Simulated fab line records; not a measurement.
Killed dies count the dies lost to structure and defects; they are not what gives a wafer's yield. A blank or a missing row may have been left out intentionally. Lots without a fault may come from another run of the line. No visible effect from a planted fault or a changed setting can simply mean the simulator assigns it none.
Problem report, 8D (eight disciplines) form, completed by code | flow sfq_line | the parts of the form that need people (team, actions taken, sign-off) are left out

== 1. THE ISSUE ==
Wafers free of any fault read 0.892 ohm/sq (standard deviation 0.0097) for M0_NB_RS at SFQ_M0_RS_MEAS_904, against a mean of 1.090 ohm/sq on 2 wafers of 2 lots. That puts it +20 standard deviations away from the usual mean.
The step: measures by four-point-probe.
Seen first at day 12 04:55 on film_metro-03, wafer L419.6. The record has a number at this step for 42 wafers belonging to 14 lots. By rule, "out" or "out of limits" means more than 4 standard deviations away from the usual mean. The other wafers with a number count as sound.

== 2. WHAT IT IS, WHAT IT ISN'T ==
question                    | is                | is not
which readings at this step | M0_NB_RS          | -
which lots                  | L419, L421        | L405, L406, L407, L408, L409, L410, L411, L414, L416, L422, L427, L428
which wafers of those lots  | L419.6, L421.6    | L419.3, L419.5, L421.1, L421.2
read on which gauges        | film_metro-03     | film_metro-01, film_metro-04
when                        | from day 12 04:55 | up to then (29 sound wafers); but 11 sound wafers of L421, L422, L427, L428 came after

== 3. WHAT RULES OUT EACH SUSPECT ==
Counting: any tool at a process step up to the reading remains a suspect provided it ran every lot that is out. Sound lots after the first of them don't rule it out here, since some wafers of a struck lot are sound.
- the gauge at SFQ_M0_RS_MEAS_904: ruled out. All the wafers that are out were read on film_metro-03, but those of them that SFQ_TRILAYER_M0_ETCH_METAL_ETCH_024 has rows for are out there too, on other tools.
- pvd_sputter-04 at SFQ_TRILAYER_M0_DEP_SPUTTER_019 (material Nb, target thk 200 nm, time 133.3 s): kept. Ran every lot that is out, first one L419 (day 12 04:47); last sound lot up to then L411 (day 9 23:59).
Remaining after the count: pvd_sputter-04 at SFQ_TRILAYER_M0_DEP_SPUTTER_019.

== 4. THE CAUSE (what the simulator had put in) ==
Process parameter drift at SFQ_TRILAYER_M0_DEP_SPUTTER_019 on pvd_sputter-04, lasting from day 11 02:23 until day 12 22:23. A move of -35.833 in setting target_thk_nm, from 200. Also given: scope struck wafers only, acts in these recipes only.
After counting, this tool was the only one left.

== 5. THE CHAIN OF EFFECTS, in route order ==
Each row: a reading whose mean over the struck wafers that have a number lies more than 3 standard deviations from the usual. Only readings for which the record gives a usual standard deviation are gone through. hours: the time from each lot's start at the first step in this table that gives one to its start at this step, as a median over the lots. sigmas: the change in usual standard deviations.
hours | step                                | reading        | usual        | on struck wafers | change | sigmas
0     | SFQ_M0_RS_MEAS_904                  | M0_NB_RS       | 0.892 ohm/sq | 1.090            | +0.198 | +20
130   | SFQ_TRILAYER_M0_ETCH_METAL_ETCH_024 | oes_product_au | 0.894 a.u.   | 0.806            | -0.088 | -11
Here are the process steps it includes:
- SFQ_TRILAYER_M0_ETCH_METAL_ETCH_024: etches Nb in Cl2/Ar, stops on SiO2, target depth 240 nm, time 120 s.

== 6. HOW IT WOULD HAVE BEEN CAUGHT EARLIER ==
In this record the first reading out of limits at a measuring or inspecting step was taken at day 12 04:55, 27 hours after the fault began at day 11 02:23.
Of the tool readings at SFQ_TRILAYER_M0_DEP_SPUTTER_019 for which the record gives a usual standard deviation, none was out on any struck wafer, so an alarm limit of 4 standard deviations on them would not have fired.
L421, from the lots that are out (2), started SFQ_TRILAYER_M0_DEP_SPUTTER_019 on pvd_sputter-04 later than day 12 04:55. Holding the tool at that time would have saved it.
